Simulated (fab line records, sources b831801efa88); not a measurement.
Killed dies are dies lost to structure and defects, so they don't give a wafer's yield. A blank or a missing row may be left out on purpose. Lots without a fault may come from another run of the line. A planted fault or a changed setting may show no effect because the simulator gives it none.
A struck lot beside a sound one | flow sky130 | 18 steps out of a route of 708
Sound: wafers L835.1, L835.2, L835.4. Struck: wafers L831.3, L831.4, L831.6. The cause comes at the end.
At each step with rows: each side's tool, then ch and its chambers, then its first start. Under that, the readings that differ: sound wafers | struck wafers | difference of the means | sigmas: that difference in standard deviations of wafers without a fault.
alike: readings whose means differ by less than 2 such deviations, and words and numbers that are the same on both sides. not compared: withheld readings, readings that some wafer has no value for, bounds like >300 that may hide the same value, and numbers for which the record gives no deviation and whose values overlap.
The two part at a step that has a row with sigmas, a row that says differs or no value, or rows on one side only. Numbers that don't overlap but have no deviation are shown without sigmas and don't part them. A reading that every wafer of one side lacks parts them only if that side has two wafers or more.

first, 1 step without rows for these wafers: SKY_VT_ADJUST_PCH_IMPLANT_08.
SKY_VT_ADJUST_PCH_STRIP_09: strips in O2/N2.
  sound on plasma_asher-04 ch 0,1, day 17 03:15; struck on plasma_asher-04 ch 0,1, day 15 15:08
  alike: drypump_motor_current_A, oes_product_au, strip_time_to_endpoint_s
  not compared: rf_hours_counter_h
SKY_VT_ADJUST_PCH_TW_MEAS_10:
  sound on film_metro-03, day 17 03:21; struck on film_metro-04, day 15 15:13
  alike: VT_ADJUST_PCH_TW
then, 7 steps without rows for these wafers: SKY_SONOS_TUNNEL_DEHYDRATE_00 (time 60 s); SKY_SONOS_TUNNEL_HMDS_01 (prime time 60 s); SKY_SONOS_TUNNEL_COAT_02 (resist thk 1140 nm); SKY_SONOS_TUNNEL_SOFTBAKE_03 (time 60 s); SKY_SONOS_TUNNEL_EXPOSE_04 (exposes mask TUNM, target cd 410 nm); SKY_SONOS_TUNNEL_PEB_05; SKY_SONOS_TUNNEL_DEVELOP_06 (develop time 60 s).
SKY_SONOS_TUNNEL_CD_MEAS_07: target cd 410 nm.
  sound on cd_sem-02, day 18 09:28; struck on cd_sem-01, day 16 18:58
  alike: cd_nm
SKY_SONOS_TUNNEL_OVL_MEAS_08:
  sound on overlay-01, day 18 09:35; struck on overlay-01, day 16 19:03
  alike: SONOS_TUNNEL_OVL
SKY_SONOS_TUNNEL_IMPLANT_09:
  sound on implanter-02 ch 0, day 18 09:38; struck on implanter-01 ch 0, day 16 19:07
  reading            | sound                         | struck                        | difference | sigmas
  dose_ions_cm2      | 9.986e+11 9.993e+11 9.996e+11 | 3.998e+11 3.987e+11 3.996e+11 | -5.998e+11 | -99 or more
  faraday_current_uA | 5.64 5.61 5.53                | 2.26 2.19 2.23                | -3.37      | -31
  alike: beam_on_s
then, 2 steps without rows for these wafers: SKY_SONOS_TUNNEL_WET_ETCH_10 (etches SiO2 in dHF, target depth 14 nm, time 280 s); SKY_SONOS_TUNNEL_STRIP_11 (strips in SPM, time 600 s).
SKY_SONOS_TUNNEL_TW_MEAS_12:
  sound on film_metro-04, day 18 10:08; struck on film_metro-01, day 16 19:31
  reading         | sound             | struck            | difference | sigmas
  SONOS_TUNNEL_TW | 197.3 196.7 197.5 | 154.9 154.7 154.9 | -42.3      | -47
then, 1 step without rows for these wafers: SKY_SONOS_TUNNEL_CLEAN_13 (cleans in dHF, time 20 s).
-- the record jumps here: 33 days lie between the struck wafers' starts before and after (it left off in module SONOS_TUNNEL and takes up again in module PAD_OPEN, whose first step shown is number 708 of the route) --
SKY_PAD_OPEN_PROBE_99:
  sound on prober-01, day 50 12:32; struck on prober-01, day 49 17:23
  reading                                     | sound                  | struck                  | difference | sigmas
  model.etest.sonos_uncharged.r_on_ohm_um     | 818.5 823.2 808.9      | 743.8 746 755.4         | -68.5      |
  model.etest.sonos_programmed.off_log10_a_um | -14.07 -14.03 -13.94   | -13.52 -12.91 -13.64    | +0.66      |
  model.etest.sonos_programmed.vt_v (V)       | 1.678 1.806 1.761      | 1.565 1.522 1.586       | -0.191     |
  model.etest.sonos_baked.vt_v (V)            | 1.121 1.188 1.188      | 0.985 0.9735 0.9831     | -0.185     |
  model.etest.sonos_uncharged.vt_v (V)        | -0.437 -0.4196 -0.4499 | -0.6275 -0.5937 -0.6004 | -0.1717    |
  model.etest.sonos_erased.vt_v (V)           | -2.404 -2.468 -2.471   | -2.587 -2.596 -2.607    | -0.149     |
  alike: killed_at_M0_to_M3, killed_at_M4_up, killed_at_contacts, killed_at_front_end, killed_at_other, killed_dies, killed_open, killed_short

WHERE THEY PART
First at SKY_SONOS_TUNNEL_IMPLANT_09; last, within this record, at SKY_SONOS_TUNNEL_TW_MEAS_12. Later steps at which nothing parts them and some readings are alike: SKY_PAD_OPEN_PROBE_99.

WHY: what the simulator had put in
Process parameter drift: implanter-01, from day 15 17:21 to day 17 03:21, at SKY_SONOS_TUNNEL_IMPLANT_09. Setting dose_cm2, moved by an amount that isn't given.
